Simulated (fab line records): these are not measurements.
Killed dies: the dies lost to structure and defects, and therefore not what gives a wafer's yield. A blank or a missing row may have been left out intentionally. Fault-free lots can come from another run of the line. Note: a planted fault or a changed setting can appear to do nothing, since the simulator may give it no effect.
The tool behind it: which one? / flow sky130 / 13 lots, 39 wafers sampled, at 4 steps of a route of 708

## WHAT THE GAUGES READ, wafer by wafer
SKY_VIA4_THK_MEAS_01. Usual: for VIA4_HDPCVD_THK the level is 1756 nm and the standard deviation is 18.
lot=L883; measured=day 42 08:38; on=filmMetro-04; VIA4_HDPCVD_THK (nm)=1766 1780 1783; flag=
lot=L884; measured=day 42 09:13; on=filmMetro-03; VIA4_HDPCVD_THK (nm)=1730 1714 1739; flag=
lot=L885; measured=day 42 09:28; on=filmMetro-02; VIA4_HDPCVD_THK (nm)=1765 1739 1757; flag=
lot=L886; measured=day 42 10:41; on=filmMetro-02; VIA4_HDPCVD_THK (nm)=1770 1773 1773; flag=
lot=L892; measured=day 44 07:44; on=filmMetro-03; VIA4_HDPCVD_THK (nm)=1748 1761 1765; flag=
lot=L893; measured=day 44 14:34; on=filmMetro-02; VIA4_HDPCVD_THK (nm)=1751 1737 1752; flag=
lot=L894; measured=day 44 18:52; on=filmMetro-02; VIA4_HDPCVD_THK (nm)=1723 1759 1733; flag=
lot=L898; measured=day 45 17:43; on=filmMetro-03; VIA4_HDPCVD_THK (nm)=1782 1766 1753; flag=
lot=L899; measured=day 46 03:53; on=filmMetro-02; VIA4_HDPCVD_THK (nm)=1748 1749 1739; flag=
lot=L900; measured=day 46 07:25; on=filmMetro-04; VIA4_HDPCVD_THK (nm)=1803 1779 1784; flag=
lot=L901; measured=day 46 18:17; on=filmMetro-02; VIA4_HDPCVD_THK (nm)=1764 1771 1752; flag=
lot=L903; measured=day 47 07:33; on=filmMetro-03; VIA4_HDPCVD_THK (nm)=1725 1756 1735; flag=
lot=L906; measured=day 48 09:49; on=filmMetro-03; VIA4_HDPCVD_THK (nm)=1766 1741 1774; flag=

SKY_PASSIVATION_THK_MEAS_01. Usual: for PASSIVATION_CVD_00_THK the level is 90.1 nm and the standard deviation is 1.2.
lot=L883; measured=day 44 07:58; on=filmMetro-01; PASSIVATION_CVD_00_THK (nm)=90.9 89.6 92.8; flag=
lot=L884; measured=day 44 09:08; on=filmMetro-03; PASSIVATION_CVD_00_THK (nm)=88.5 90.1 89.6; flag=
lot=L885; measured=day 44 09:49; on=filmMetro-04; PASSIVATION_CVD_00_THK (nm)=89.2 88.7 91.4; flag=
lot=L886; measured=day 44 11:32; on=filmMetro-03; PASSIVATION_CVD_00_THK (nm)=89.0 89.1 90.1; flag=
lot=L892; measured=day 46 05:17; on=filmMetro-04; PASSIVATION_CVD_00_THK (nm)=90.9 89.5 90.3; flag=
lot=L893; measured=day 46 12:56; on=filmMetro-04; PASSIVATION_CVD_00_THK (nm)=89.0 88.7 90.9; flag=
lot=L894; measured=day 46 16:54; on=filmMetro-04; PASSIVATION_CVD_00_THK (nm)=89.4 89.9 88.9; flag=
lot=L898; measured=day 47 12:37; on=filmMetro-03; PASSIVATION_CVD_00_THK (nm)=90.4 91.9 91.5; flag=
lot=L899; measured=day 47 22:41; on=filmMetro-03; PASSIVATION_CVD_00_THK (nm)=91.2 90.9 92.3; flag=
lot=L900; measured=day 48 01:11; on=filmMetro-01; PASSIVATION_CVD_00_THK (nm)=90.6 88.8 90.5; flag=
lot=L901; measured=day 48 11:26; on=filmMetro-03; PASSIVATION_CVD_00_THK (nm)=87.4 89.7 88.5; flag=
lot=L903; measured=day 49 00:02; on=filmMetro-03; PASSIVATION_CVD_00_THK (nm)=89.6 92.3 90.6; flag=
lot=L906; measured=day 49 23:46; on=filmMetro-03; PASSIVATION_CVD_00_THK (nm)=88.7 89.5 90.6; flag=

## EACH LOT AND THE TOOL THAT RAN IT (in order: tool; ch and the chambers of the sampled wafers; start)
lot=L883; SKY_NWELL_CLEAN_27=wetBench-03 ch 3, day 5 13:17; SKY_METAL5_METAL_ETCH_15=rieMetal-02 ch 0,1, day 44 07:08
lot=L884; SKY_NWELL_CLEAN_27=wetBench-03 ch 3, day 5 15:23; SKY_METAL5_METAL_ETCH_15=rieMetal-03 ch 0,1, day 44 08:16
lot=L885; SKY_NWELL_CLEAN_27=wetBench-03 ch 2, day 5 19:35; SKY_METAL5_METAL_ETCH_15=rieMetal-01 ch 0,1, day 44 08:58
lot=L886; SKY_NWELL_CLEAN_27=wetBench-03 ch 3, day 6 00:29; SKY_METAL5_METAL_ETCH_15=rieMetal-02 ch 0,1, day 44 10:41
lot=L892; SKY_NWELL_CLEAN_27=wetBench-03 ch 0, day 7 14:47; SKY_METAL5_METAL_ETCH_15=rieMetal-03 ch 0,1, day 46 04:22
lot=L893; SKY_NWELL_CLEAN_27=wetBench-02 ch 3, day 7 22:32; SKY_METAL5_METAL_ETCH_15=rieMetal-02 ch 0,1, day 46 12:04
lot=L894; SKY_NWELL_CLEAN_27=wetBench-01 ch 3, day 8 03:02; SKY_METAL5_METAL_ETCH_15=rieMetal-01 ch 0,1, day 46 16:06
lot=L898; SKY_NWELL_CLEAN_27=wetBench-03 ch 3, day 9 02:20; SKY_METAL5_METAL_ETCH_15=rieMetal-02 ch 0,1, day 47 11:46
lot=L899; SKY_NWELL_CLEAN_27=wetBench-03 ch 0, day 9 07:11; SKY_METAL5_METAL_ETCH_15=rieMetal-01 ch 0, day 47 21:41
lot=L900; SKY_NWELL_CLEAN_27=wetBench-03 ch 3, day 9 13:53; SKY_METAL5_METAL_ETCH_15=rieMetal-03 ch 0,1, day 48 00:19
lot=L901; SKY_NWELL_CLEAN_27=wetBench-02 ch 1, day 10 00:23; SKY_METAL5_METAL_ETCH_15=rieMetal-02 ch 1, day 48 10:29
lot=L903; SKY_NWELL_CLEAN_27=wetBench-02 ch 1, day 10 12:56; SKY_METAL5_METAL_ETCH_15=rieMetal-01 ch 0,1, day 48 23:13
lot=L906; SKY_NWELL_CLEAN_27=wetBench-02 ch 3, day 12 03:14; SKY_METAL5_METAL_ETCH_15=rieMetal-03 ch 1, day 49 22:49
- SKY_NWELL_CLEAN_27: cleans in SC1/SC2, time 150 s.
- SKY_METAL5_METAL_ETCH_15: etches the open film in Cl2/BCl3, stops on SiO2, target depth 1260 nm, time 252 s.

## AS READ BY THE TOOLS THEMSELVES (means over the sampled wafers that have a number; for cases with no such wafer, the mark the record gives instead)
SKY_METAL5_METAL_ETCH_15. Usual: drypumpMotorCurrentA 5.3 A, standard deviation 0.32; oesProductAu 0.894 a.u., standard deviation 0.0054; throttleValvePct 22.264 %, standard deviation 0.0081.
lot=L883; tool=rieMetal-02; drypumpMotorCurrentA (A)=4.9; oesProductAu (a.u.)=0.893; throttleValvePct (%)=22.263; flag=
lot=L884; tool=rieMetal-03; drypumpMotorCurrentA (A)=5.4; oesProductAu (a.u.)=0.898; throttleValvePct (%)=22.270; flag=
lot=L885; tool=rieMetal-01; drypumpMotorCurrentA (A)=5.6; oesProductAu (a.u.)=0.895; throttleValvePct (%)=22.267; flag=
lot=L886; tool=rieMetal-02; drypumpMotorCurrentA (A)=4.9; oesProductAu (a.u.)=0.893; throttleValvePct (%)=22.261; flag=
lot=L892; tool=rieMetal-03; drypumpMotorCurrentA (A)=5.4; oesProductAu (a.u.)=0.898; throttleValvePct (%)=22.272; flag=
lot=L893; tool=rieMetal-02; drypumpMotorCurrentA (A)=4.9; oesProductAu (a.u.)=0.897; throttleValvePct (%)=22.262; flag=
lot=L894; tool=rieMetal-01; drypumpMotorCurrentA (A)=5.6; oesProductAu (a.u.)=0.895; throttleValvePct (%)=22.265; flag=
lot=L898; tool=rieMetal-02; drypumpMotorCurrentA (A)=4.9; oesProductAu (a.u.)=0.894; throttleValvePct (%)=22.265; flag=
lot=L899; tool=rieMetal-01; drypumpMotorCurrentA (A)=5.5; oesProductAu (a.u.)=0.894; throttleValvePct (%)=22.264; flag=
lot=L900; tool=rieMetal-03; drypumpMotorCurrentA (A)=5.4; oesProductAu (a.u.)=0.894; throttleValvePct (%)=22.259; flag=
lot=L901; tool=rieMetal-02; drypumpMotorCurrentA (A)=4.9; oesProductAu (a.u.)=0.900; throttleValvePct (%)=22.264; flag=
lot=L903; tool=rieMetal-01; drypumpMotorCurrentA (A)=5.6; oesProductAu (a.u.)=0.894; throttleValvePct (%)=22.260; flag=
lot=L906; tool=rieMetal-03; drypumpMotorCurrentA (A)=5.3; oesProductAu (a.u.)=0.898; throttleValvePct (%)=22.271; flag=

## THE ANSWER, worked out from the rows above alone
Rule: a lot counts as off when the mean over its wafers that have a number is more than 3 standard deviations away from the usual mean. A lot without any number at a reading at which 4 lots or more have one is off too. Where the step has rows for the other lots, those lots are counted as sound. After the gauges, taken in route order, come the tools' own readings; for these a lot's mean is taken, as printed above. At the first step where some lot is off, the reading lying furthest off is the one used; lots without a number count as furthest.
No lot is off on any of the readings shown, so nothing can be concluded from this.

## WHAT THE SIMULATOR PUT IN
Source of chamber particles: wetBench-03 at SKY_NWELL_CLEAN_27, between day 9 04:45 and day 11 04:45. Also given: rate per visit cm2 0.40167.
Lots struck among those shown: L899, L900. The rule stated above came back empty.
